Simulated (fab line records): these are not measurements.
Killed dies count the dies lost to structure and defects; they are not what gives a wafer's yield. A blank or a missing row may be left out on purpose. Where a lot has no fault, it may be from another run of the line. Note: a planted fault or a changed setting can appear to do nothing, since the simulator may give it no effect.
Which of the tools did it? -- flow sky130 -- 18 wafers from 6 lots sampled at 4 of the route's 708 steps

== WHAT THE GAUGES READ, wafer by wafer ==
SKY_LOCAL_INTERCONNECT_RS_MEAS_01: the measuring method here is four-point-probe.
lot,measured,on,LOCAL_INTERCONNECT_TIN_RS (ohm/sq)
L661,day 29 17:33,filmMetro-01,14.20 14.27 14.25
L669,day 32 01:53,filmMetro-01,14.16 14.13 14.01
L673,day 33 09:20,filmMetro-03,13.62 13.77 13.83
L679,day 34 20:08,filmMetro-03,14.40 14.22 14.28
L681,day 35 11:46,filmMetro-03,14.16 14.25 14.09
L683,day 35 21:16,filmMetro-03,14.06 14.27 14.14

== WHICH TOOL RAN EACH LOT (tool, then ch and the chambers of the sampled wafers, then the start) ==
lot,SKY_LI_CONTACT_CMP_02,SKY_LI_CONTACT_SPUTTER_19,SKY_LI_CONTACT_SPUTTER_20
L661,"cmp-01 ch 0,3, day 28 11:47","pvdSputter-03, day 29 16:38","pvdSputter-03, day 29 16:43"
L669,"cmp-02 ch 1,3, day 30 21:17","pvdSputter-03, day 32 01:02","pvdSputter-03, day 32 01:07"
L673,"cmp-02 ch 0,2,3, day 32 05:02","pvdSputter-03, day 33 08:31","pvdSputter-03, day 33 08:35"
L679,"cmp-01 ch 1,3, day 33 16:09","pvdSputter-01, day 34 19:17","pvdSputter-01, day 34 19:22"
L681,"cmp-01 ch 0,1,2, day 34 08:15","pvdSputter-02, day 35 10:55","pvdSputter-02, day 35 10:59"
L683,"cmp-01 ch 0,1,3, day 34 17:17","pvdSputter-02, day 35 20:17","pvdSputter-02, day 35 20:22"
- SKY_LI_CONTACT_CMP_02: polishes PSG.
- SKY_LI_CONTACT_SPUTTER_19: material Ti, target thk 20 nm, time 106.37 s.
- SKY_LI_CONTACT_SPUTTER_20: material TiN, target thk 20 nm, time 80 s.

== THE ANSWER, worked out from the rows above alone ==
Rule: what is usual is taken from the lots themselves. Put in order of their means at a reading, lots are off if they are a third of the lots or fewer, leave a main group of 4 or more, and stand apart from it by a gap of 3 or more times the standard deviation of the main group's means; of several such gaps the widest counts. A main group is skipped when, at the precision printed for the reading in the tables above, its means are all equal. Also off: a lot with no number at a reading for which 4 or more lots have one. Where the step has rows for the other lots, those lots are counted as sound.
Off: L673, seen at SKY_LOCAL_INTERCONNECT_RS_MEAS_01 (LOCAL_INTERCONNECT_TIN_RS). For the main group the mean is 14.19 ohm/sq and the standard deviation 0.07.
If a tool, at a process step before that reading, ran all the lots that are off and no sound lot after the first of them, it fits. Gauges at SKY_LOCAL_INTERCONNECT_RS_MEAS_01: tried the same way as those tools. Can't be told from this: 2 tools fit, cmp-02 at SKY_LI_CONTACT_CMP_02, pvdSputter-03 at SKY_LI_CONTACT_SPUTTER_19 and SKY_LI_CONTACT_SPUTTER_20.

== WHAT HAD BEEN PUT IN BY THE SIMULATOR ==
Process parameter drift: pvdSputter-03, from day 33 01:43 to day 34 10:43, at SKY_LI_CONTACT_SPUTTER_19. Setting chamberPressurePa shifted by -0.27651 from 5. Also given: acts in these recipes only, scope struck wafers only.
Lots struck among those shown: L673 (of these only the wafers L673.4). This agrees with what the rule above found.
